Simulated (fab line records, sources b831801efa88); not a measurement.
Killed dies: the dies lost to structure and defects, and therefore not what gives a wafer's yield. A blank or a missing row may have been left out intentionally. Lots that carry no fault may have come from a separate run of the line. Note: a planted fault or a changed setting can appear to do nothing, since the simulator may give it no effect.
Problem report in the 8D (eight disciplines) form, filled by code || flow sky130 || the parts of the form that need people (team, actions taken, sign-off) are left out

1. WHAT IS WRONG
VIA1_HDPCVD_THK at SKY_VIA1_THK_MEAS_01 reads a mean of 772 nm on 4 wafers of 3 lots; wafers without a fault read 1032 nm with a standard deviation of 9.1. That puts it -29 standard deviations away from the usual mean.
Earliest sighting: wafer L171.6 on film-metro-02 at day 37 17:26. At this step, 45 wafers from 15 lots have a number in the record. By rule, "out" or "out of limits" means more than 4 standard deviations away from the usual mean. The other wafers with a number count as sound.

2. WHAT IT IS AND WHAT IT IS NOT
{"question": "which readings at this step", "is": "VIA1_HDPCVD_THK", "is not": "-"}
{"question": "which lots", "is": "L171, L173, L174", "is not": "L156, L157, L158, L159, L160, L161, L162, L163, L164, L165, L166, L167"}
{"question": "which wafers of those lots", "is": "L171.6, L173.5, L173.6, L174.5", "is not": "L171.2, L171.4, L173.4, L174.2, L174.4"}
{"question": "read on which gauges", "is": "film-metro-02", "is not": "film-metro-03, film-metro-04"}
{"question": "when", "is": "from day 37 17:26", "is not": "up to then (38 sound wafers); but 3 sound wafers of L173, L174 came after"}

3. THE SUSPECTS, EACH WITH WHAT RULES IT OUT
Counting: a tool at a process step up to the reading stays a suspect if it ran every lot that is out. Sound lots after the first of them don't rule it out here, since some wafers of a struck lot are sound.
- the gauge at SKY_VIA1_THK_MEAS_01: kept. All the wafers that are out were read on film-metro-02, and no step on other tools shows them out.
- pvd-sputter-03 at SKY_CONTACT_SPUTTER_23 (material TiN, target thk 20 nm, time 80 s): kept. Ran every lot that is out, first one L171 (day 36 13:23); last sound lot up to then L167 (day 35 04:01).
- hdpcvd-02 at SKY_VIA1_HDPCVD_00 (deposits SiO2, target thk 1030 nm, time 171.7 s): kept. Ran every lot that is out, first one L171 (day 37 17:19); last sound lot up to then L167 (day 36 07:37).
Still standing after the count: pvd-sputter-03 at SKY_CONTACT_SPUTTER_23, hdpcvd-02 at SKY_VIA1_HDPCVD_00, film-metro-02 at SKY_VIA1_THK_MEAS_01.

4. THE CAUSE (what the simulator had put in)
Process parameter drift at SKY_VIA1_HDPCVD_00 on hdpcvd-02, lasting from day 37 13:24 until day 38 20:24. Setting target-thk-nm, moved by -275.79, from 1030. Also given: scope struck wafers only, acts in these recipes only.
Counting left 3 suspects, and this tool is among them.

5. THE EFFECT CHAIN, in route order
One row per reading whose mean, taken over the struck wafers that have a number, lies over 3 standard deviations from the usual. Only readings whose record carries a usual standard deviation are examined. hours: median over the lots of the time between each lot's start at the first step of this table that gives one and its start at this step. sigmas: the change, counted in usual standard deviations.
{"hours": 0, "step": "SKY_VIA1_THK_MEAS_01", "reading": "VIA1_HDPCVD_THK", "usual": "1032 nm", "on struck wafers": 772, "change": -260, "sigmas": -29}

6. WHAT WOULD HAVE CAUGHT IT SOONER
Counted from the fault's start at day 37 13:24, it took 4 hours until the first out-of-limits reading at a measuring or inspecting step in this record, taken at day 37 17:26.
Lots out: 3; of these, L173, L174 started SKY_VIA1_HDPCVD_00 on hdpcvd-02 after day 37 17:26. A hold on the tool at that time would have spared those 2.
